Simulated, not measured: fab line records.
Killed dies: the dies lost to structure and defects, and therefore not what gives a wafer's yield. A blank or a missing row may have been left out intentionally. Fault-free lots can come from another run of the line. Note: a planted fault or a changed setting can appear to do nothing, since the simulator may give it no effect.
A lot that was struck, set against a sound lot / flow gf180mcu / 30 out of 602 route steps
Sound: wafers L626.2, L626.3, L626.5. Struck: wafer L632.5; the same lot's L632.4 was not struck, so it is left out; see the end for the cause.
For every step that has rows: the tool of each side, followed by ch and its chambers, followed by its first start. Under that, the readings that differ: sound wafers / struck wafers / difference of the means / sigmas: that difference in standard deviations of wafers without a fault.
alike: same words and numbers on both sides, and readings whose means sit less than 2 such deviations apart. not compared: any withheld reading, any reading some wafer has no value for, any bound like >300 that may hide the same value, and any number with overlapping values for which the record gives no deviation.
Wherever a step has rows on one side only, a row that says differs or no value, or a row with sigmas, the two part there. When numbers do not overlap yet have no deviation, they are printed without sigmas and do not part them. A reading that every wafer of one side lacks parts them only if that side has two wafers or more.

first, 3 steps without rows for these wafers: GF_PSD_EXPOSE_04 (exposes mask Pplus, target cd 400 nm); GF_PSD_PEB_05; GF_PSD_DEVELOP_06 (develop time 60 s).
GF_PSD_CD_MEAS_07: target cd 400 nm.
  struck on cdSem-02, day 18 18:01; sound on cdSem-02, day 16 17:52
  alike: cdNm
GF_PSD_OVL_MEAS_08:
  struck on overlay-01, day 18 18:06; sound on overlay-02, day 16 17:58
  alike: PSD_OVL
then, 1 step without rows for these wafers: GF_PSD_IMPLANT_09.
GF_PSD_STRIP_10: strips in O2/N2.
  sound on plasmaAsher-04 ch 0, day 16 18:08; struck on plasmaAsher-04 ch 0, day 18 18:18
  alike: drypumpMotorCurrentA, heaterPowerW, oesProductAu, stripTimeToEndpointS
  not compared: rfHoursCounterH
GF_PSD_TW_MEAS_11:
  struck on filmMetro-02, day 18 18:24; sound on filmMetro-01, day 16 18:15
  alike: PSD_TW
then, 1 step without rows for these wafers: GF_PSD_CLEAN_12 (cleans in SC1/SC2, time 150 s).
GF_PSD_RTA_13: time 20 s.
  sound on rtpAnneal-02 ch 0, day 16 18:22; struck on rtpAnneal-01 ch 0, day 18 18:31
  alike: chamberO2Ppm, lampPowerPct, wafer_temp_C_max
GF_PSD_RS_MEAS_14: measurement is done with a four-point probe.
  struck on filmMetro-03, day 18 18:37; sound on filmMetro-03, day 16 18:28
  alike: NSD_RS
GF_PSD_RS_MEAS_15: measurement is done with a four-point probe.
  struck on filmMetro-03, day 18 18:44; sound on filmMetro-03, day 16 18:35
  alike: PSD_RS
GF_SAB_CVD_00: deposits SiO2 from TEOS, target thk 50 nm, time 4.9302 s.
  sound on pecvd-04 ch 1,2, day 16 18:41; struck on pecvd-04 ch 0, day 18 18:49
reading=model.SiO2_of_SAB_CVD_00.thkNm (nm); sound=50.18 49.61 50.68; struck=42.73; difference=-7.43; sigmas=
  alike: heaterPowerW
GF_SAB_THK_MEAS_01:
  struck on filmMetro-04, day 18 18:51; sound on filmMetro-01, day 16 18:43
reading=SAB_CVD_00_THK (nm); sound=50.2 49.6 50.6; struck=42.8; difference=-7.3; sigmas=-10
then, 7 steps without rows for these wafers: GF_SAB_DEHYDRATE_02 (time 60 s); GF_SAB_HMDS_03 (prime time 60 s); GF_SAB_COAT_04 (resist thk 1000 nm); GF_SAB_SOFTBAKE_05 (time 60 s); GF_SAB_EXPOSE_06 (exposes mask SAB, target cd 420 nm); GF_SAB_PEB_07; GF_SAB_DEVELOP_08 (develop time 60 s).
GF_SAB_CD_MEAS_09: target cd 420 nm.
  struck on cdSem-02, day 19 19:10; sound on cdSem-01, day 17 17:04
  alike: cdNm
GF_SAB_OVL_MEAS_10:
  struck on overlay-01, day 19 19:14; sound on overlay-01, day 17 17:11
  alike: SAB_OVL
GF_SAB_ETCH_11: etches SiO2 in C4F8/O2/Ar, target depth 55 nm, time 8.5 s.
  sound on rieDiel-01 ch 0,2, day 17 17:13; struck on rieDiel-01 ch 1, day 19 19:16
reading=oesProductAu (a.u.); sound=1.000 0.993 1.001; struck=1.022; difference=+0.024; sigmas=+2
  not compared: rfHoursCounterH
then, 1 step without rows for these wafers: GF_SAB_WET_ETCH_12 (etches SiO2 in dHF, target depth 22 nm, time 440 s).
GF_SAB_STRIP_13: strips in O2/N2.
  sound on plasmaAsher-01 ch 0,1, day 17 17:22; struck on plasmaAsher-03 ch 0, day 19 19:26
  alike: drypumpMotorCurrentA, heaterPowerW, oesProductAu, stripTimeToEndpointS
  not compared: rfHoursCounterH
then, 1 step without rows for these wafers: GF_SALICIDE_CLEAN_00 (cleans in SC1/SC2, time 150 s).
GF_SALICIDE_WET_ETCH_01: etches SiO2 in dHF, target depth 5 nm, time 100 s.
  sound on wetBench-03 ch 3, day 17 17:31; struck on wetBench-03 ch 3, day 19 19:34
reading=model.SiO2_of_SAB_CVD_00.thkNm (nm); sound=39.6 39.08 40.12; struck=32.17; difference=-7.43; sigmas=
GF_SALICIDE_SPUTTER_02: material Co, target thk 10 nm, time 20 s.
  struck on pvdSputter-02, day 19 19:36; sound on pvdSputter-01, day 17 17:33
  alike: cathodeDcPowerW, throttleValvePct
then, 1 step without rows for these wafers: GF_PASSIVATION_PROBE_99.

== WHERE THEY PART ==
First at GF_SAB_THK_MEAS_01; last, within this record, at GF_SAB_ETCH_11. Later steps at which nothing parts them and some readings are alike: GF_SAB_STRIP_13, GF_SALICIDE_SPUTTER_02.

WHY: whatever the simulator had introduced
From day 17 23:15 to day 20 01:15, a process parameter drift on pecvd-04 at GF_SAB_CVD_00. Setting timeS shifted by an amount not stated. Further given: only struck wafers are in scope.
